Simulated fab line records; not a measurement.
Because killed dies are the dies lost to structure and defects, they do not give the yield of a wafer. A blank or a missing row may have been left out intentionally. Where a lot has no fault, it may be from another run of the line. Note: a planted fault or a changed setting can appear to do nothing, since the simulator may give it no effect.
Which tool did it? + flow gf180mcu + Sampling: 7 lots, 21 wafers, 3 of 602 route steps

## WHAT THE GAUGES READ, wafer by wafer
GF_NSD_CD_MEAS_07: the cd target is 400 nm.
| lot  | measured     | on       | cdNm (nm)         |
|------|--------------|----------|-------------------|
| L311 | day 14 11:53 | cdSem-01 | 398.0 399.0 399.3 |
| L313 | day 15 02:34 | cdSem-02 | 399.4 401.7 402.2 |
| L316 | day 15 21:31 | cdSem-02 | 401.2 401.3 401.2 |
| L320 | day 17 06:56 | cdSem-02 | 400.4 400.0 399.5 |
| L322 | day 18 01:41 | cdSem-01 | 403.9 401.3 401.1 |
| L326 | day 19 13:10 | cdSem-02 | - - -             |
| L331 | day 21 06:41 | cdSem-02 | 400.6 399.3 400.4 |

## WHAT TOOL EACH LOT RAN ON (gives the tool, then ch and the chambers of the sampled wafers, and finally the start)
| lot  | GF_MVPSD_STRIP_10                   | GF_NSD_DEVELOP_06                |
|------|-------------------------------------|----------------------------------|
| L311 | plasmaAsher-01 ch 1, day 5 19:46    | lithoTrack-01 ch 0, day 14 11:45 |
| L313 | plasmaAsher-03 ch 0,1, day 6 08:40  | lithoTrack-03 ch 0, day 15 02:26 |
| L316 | plasmaAsher-04 ch 0,1, day 7 00:13  | lithoTrack-04 ch 0, day 15 21:21 |
| L320 | plasmaAsher-03 ch 0,1, day 7 22:01  | lithoTrack-01 ch 0, day 17 06:47 |
| L322 | plasmaAsher-04 ch 0,1, day 8 12:46  | lithoTrack-03 ch 0, day 18 01:28 |
| L326 | plasmaAsher-01 ch 0,1, day 9 10:58  | lithoTrack-03 ch 0, day 19 13:01 |
| L331 | plasmaAsher-04 ch 0,1, day 10 17:01 | lithoTrack-04 ch 0, day 21 06:32 |
- GF_MVPSD_STRIP_10: strips in O2/N2.
- GF_NSD_DEVELOP_06: develop time 60 s.

## THE ANSWER, worked out from the rows above alone
Rule: what is usual is taken from the lots themselves. Put in order of their means at a reading, lots are off if they are a third of the lots or fewer, leave a main group of 4 or more, and stand apart from it by a gap of 3 or more times the standard deviation of the main group's means; of several such gaps the widest counts. Not used: any main group whose means are identical at the precision the tables above print for the reading. A lot without any number at a reading at which 4 lots or more have one is off too. Where the step has rows for the other lots, those lots are counted as sound.
Off, at GF_NSD_CD_MEAS_07 on cdNm: L326. Without a number there: L326. The main group has a mean of 400.5 nm with a standard deviation of 1.1.
A tool fits if, at a process step before that reading, it ran every lot that is off, and no sound lot after the first of them. Gauges at GF_NSD_CD_MEAS_07: tried the same way as those tools. 2 tools fit, plasmaAsher-01 at GF_MVPSD_STRIP_10 and lithoTrack-03 at GF_NSD_DEVELOP_06, so this cannot tell which one it is.

## WHAT THE SIMULATOR HAD PUT IN
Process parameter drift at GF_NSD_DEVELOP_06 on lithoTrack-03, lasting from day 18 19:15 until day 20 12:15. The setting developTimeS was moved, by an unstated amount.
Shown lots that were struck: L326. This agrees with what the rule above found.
